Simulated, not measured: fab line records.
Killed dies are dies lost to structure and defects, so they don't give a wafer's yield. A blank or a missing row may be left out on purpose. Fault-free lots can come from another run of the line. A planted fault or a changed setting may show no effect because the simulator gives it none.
A lot that was struck, set against a sound lot | flow sky130 | 20 steps out of a route of 708
Sound: wafers L987.1, L987.5, L987.6. Struck: wafers L999.1, L999.4, L999.6. At the end, the cause is stated.
Per side, at each step with rows, come the tool, then ch with its chambers, and then its first start. Under that, the readings that differ: sound wafers | struck wafers | difference of the means | sigmas: that difference in standard deviations of wafers without a fault.
alike: readings with means less than 2 such deviations apart, plus words and numbers identical on both sides. not compared: withheld readings, readings lacking a value on some wafer, bounds such as >300 that could conceal the same value, and numbers that have no deviation in the record and whose values overlap.
Wherever a step has rows on one side only, a row that says differs or no value, or a row with sigmas, the two part there. Numbers that have no deviation but don't overlap get no sigmas and don't part them. A reading that every wafer of one side lacks parts them only if that side has two wafers or more.

first, 2 steps without rows for these wafers: SKY_GATE_OXIDE_IMPLANT_11; SKY_GATE_OXIDE_WET_ETCH_12 (etches SiO2 in dHF, target depth 16.8 nm, time 336 s).
SKY_GATE_OXIDE_STRIP_13: strips in O2/N2.
  sound on plasma_asher-02 ch 0,1, day 13 06:13; struck on plasma_asher-01 ch 0,1, day 18 03:39
  alike: drypump_motor_current_A, o2_flow_sccm, oes_product_au, strip_time_to_endpoint_s
  not compared: rf_hours_counter_h
SKY_GATE_OXIDE_TW_MEAS_14:
  sound on film_metro-04, day 13 06:19; struck on film_metro-01, day 18 03:45
  reading       | sound             | struck            | difference | sigmas
  GATE_OXIDE_TW | 224.0 223.0 223.8 | 226.4 225.6 226.2 | +2.5       | +2
then, 3 steps without rows for these wafers: SKY_GATE_OXIDE_CLEAN_15 (cleans in SC1/SC2, time 150 s); SKY_GATE_OXIDE_OXIDATION_16 (stabilise 600 s, purge 300 s, target thk 3.57 nm); SKY_POLY_GATE_CVD_00 (deposits poly-Si, target thk 180 nm, time 720 s).
SKY_POLY_GATE_THK_MEAS_01:
  sound on film_metro-02, day 13 09:09; struck on film_metro-03, day 18 08:10
  alike: POLY_GATE_CVD_00_THK
then, 4 steps without rows for these wafers: SKY_RES_PROTECT_DEHYDRATE_00 (time 60 s); SKY_RES_PROTECT_HMDS_01 (prime time 60 s); SKY_RES_PROTECT_COAT_02 (resist thk 1140 nm); SKY_RES_PROTECT_SOFTBAKE_03 (time 60 s).
SKY_RES_PROTECT_EXPOSE_04: exposes mask RPM, target cd 1270 nm.
  sound on iline_stepper-02 ch 0, day 13 21:22; struck on iline_stepper-01 ch 0, day 18 23:04
  reading | sound             | struck            | difference | sigmas
  mask    | RPM#0 RPM#0 RPM#0 | NTM#0 NTM#0 NTM#0 | differs    |
  alike: focus_offset_nm
then, 3 steps without rows for these wafers: SKY_RES_PROTECT_PEB_05; SKY_RES_PROTECT_DEVELOP_06 (develop time 60 s); SKY_POLY_GATE_IMPLANT_02.
SKY_RES_PROTECT_STRIP_07: strips in O2/N2.
  sound on plasma_asher-04 ch 0,1, day 14 10:49; struck on plasma_asher-01 ch 0,1, day 19 14:37
  alike: drypump_motor_current_A, o2_flow_sccm, oes_product_au, strip_time_to_endpoint_s
  not compared: rf_hours_counter_h
SKY_RES_PROTECT_TW_MEAS_08:
  sound on film_metro-04, day 14 10:55; struck on film_metro-01, day 19 14:43
  reading      | sound          | struck   | difference | sigmas
  POLY_GATE_TW | 4033 4041 4023 | 30 30 30 | -4002      | -99 or more
then, 1 step without rows for these wafers: SKY_RES_PROTECT_CLEAN_09 (cleans in SC1/SC2, time 150 s).
-- a jump in the record: the struck wafers' starts before and after are 29 days apart (it breaks off in module RES_PROTECT and resumes in module PAD_OPEN, where the first step shown is number 708 of the route) --
SKY_PAD_OPEN_PROBE_99:
  sound on prober-01, day 45 10:05; struck on prober-02, day 48 17:41
  reading         | sound | struck | difference | sigmas
  killed_at_other | 0 0 0 | 2 2 1  | +2         | +3
  alike: killed_at_M0_to_M3, killed_at_M4_up, killed_at_contacts, killed_at_front_end, killed_dies, killed_open, killed_short

== WHERE THEY PART ==
First at SKY_GATE_OXIDE_TW_MEAS_14; last, within this record, at SKY_PAD_OPEN_PROBE_99.

WHY: what the simulator had put in
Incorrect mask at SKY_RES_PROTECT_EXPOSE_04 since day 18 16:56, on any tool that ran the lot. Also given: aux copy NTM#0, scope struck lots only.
